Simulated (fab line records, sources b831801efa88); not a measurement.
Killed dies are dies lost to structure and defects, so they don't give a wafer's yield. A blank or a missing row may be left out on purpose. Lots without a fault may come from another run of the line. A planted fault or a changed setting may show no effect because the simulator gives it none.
A struck lot beside a sound one | flow sfq_line | 13 steps out of a route of 325
Sound: wafers L201.2, L201.3, L201.6. Struck: wafers L198.1, L198.2, L198.4. The cause comes at the end.
At each step with rows: each side's tool, then ch and its chambers, then its first start. Under that, the readings that differ: sound wafers | struck wafers | difference of the means | sigmas: that difference in standard deviations of wafers without a fault.
alike: readings whose means differ by less than 2 such deviations, and words and numbers that are the same on both sides. not compared: withheld readings, readings that some wafer has no value for, bounds like >300 that may hide the same value, and numbers for which the record gives no deviation and whose values overlap.
The two part at a step that has a row with sigmas, a row that says differs or no value, or rows on one side only. Numbers that don't overlap but have no deviation are shown without sigmas and don't part them. A reading that every wafer of one side lacks parts them only if that side has two wafers or more.

first, 6 steps without rows for these wafers: SFQ_TRILAYER_M6_LITHO_COAT_164 (resist thk 62 nm); SFQ_TRILAYER_M6_LITHO_COAT_159 (resist thk 600 nm); SFQ_TRILAYER_M6_LITHO_SOFTBAKE_163; SFQ_TRILAYER_M6_LITHO_EXPOSE_160 (exposes mask M6, target cd 500 nm); SFQ_TRILAYER_M6_LITHO_PEB_162 (peb time 60 s); SFQ_TRILAYER_M6_LITHO_DEVELOP_161 (time 60 s).
SFQ_M6_OVL_MEAS_940:
  sound on overlay-02, day 79 12:44; struck on overlay-01, day 76 21:20
  reading     | sound  | struck    | difference | sigmas
  M6_OVL (nm) | 5 -7 7 | -14 -3 -8 | -10        | -2
SFQ_TRILAYER_M6_BARC_OPEN_METAL_ETCH_206: etches BARC in O2, target depth 125 nm, time 41.7 s.
  sound on rie_metal-02 ch 0,1, day 79 12:46; struck on rie_metal-03 ch 0,1, day 76 21:22
  alike: drypump_motor_current_A, oes_product_au
  not compared: rf_hours_counter_h
SFQ_TRILAYER_M6_ETCH_METAL_ETCH_162: etches Nb in Cl2/Ar, stops on SiO2, target depth 240 nm, time 120 s.
  sound on rie_metal-02 ch 0,1, day 79 12:49; struck on rie_metal-03 ch 0,1, day 76 21:26
  alike: drypump_motor_current_A, oes_product_au
  not compared: rf_hours_counter_h
SFQ_TRILAYER_M6_STRIP_STRIP_163: strips in O2.
  sound on rie_metal-02 ch 0,1, day 79 12:56; struck on rie_metal-03 ch 0,1, day 76 21:34
  alike: drypump_motor_current_A, oes_product_au
  not compared: rf_hours_counter_h
then, 1 step without rows for these wafers: SFQ_TRILAYER_M6_STRIP_SOLV_CLEAN_164 (cleans in NMP, time 600 s).
SFQ_TRILAYER_I6_DEP_PECVD_165: deposits SiO2 from SiH4/N2O, time 111.11 s, target thk 500 nm.
  sound on pecvd-02 ch 0,1,2, day 79 13:43; struck on pecvd-04 ch 0,1, day 76 22:21
  reading                                             | sound             | struck            | difference | sigmas
  run_length_s (s)                                    | 139.0 139.2 138.8 | 134.8 135.7 136.2 | -3.4       | -6
  model.SiO2_of_TRILAYER_I6_DEP_PECVD_165.thk_nm (nm) | 498.6 505.2 515.7 | 482.8 473.2 480.9 | -27.5      |
  alike: heater_power_w, throttle_valve_pct
SFQ_TRILAYER_I6_CMP_CMP_166: polishes SiO2.
  sound on cmp-01 ch 1,2, day 79 14:18; struck on cmp-01 ch 0,2,3, day 77 15:01
  reading                | sound       | struck      | difference | sigmas
  time_to_endpoint_s (s) | 212 208 230 | 198 196 206 | -17        | -2
  alike: edge_zone_pressure_frac, motor_current_A

WHERE THEY PART
First at SFQ_M6_OVL_MEAS_940; last, within this record, at SFQ_TRILAYER_I6_CMP_CMP_166.

WHY: what the simulator had put in
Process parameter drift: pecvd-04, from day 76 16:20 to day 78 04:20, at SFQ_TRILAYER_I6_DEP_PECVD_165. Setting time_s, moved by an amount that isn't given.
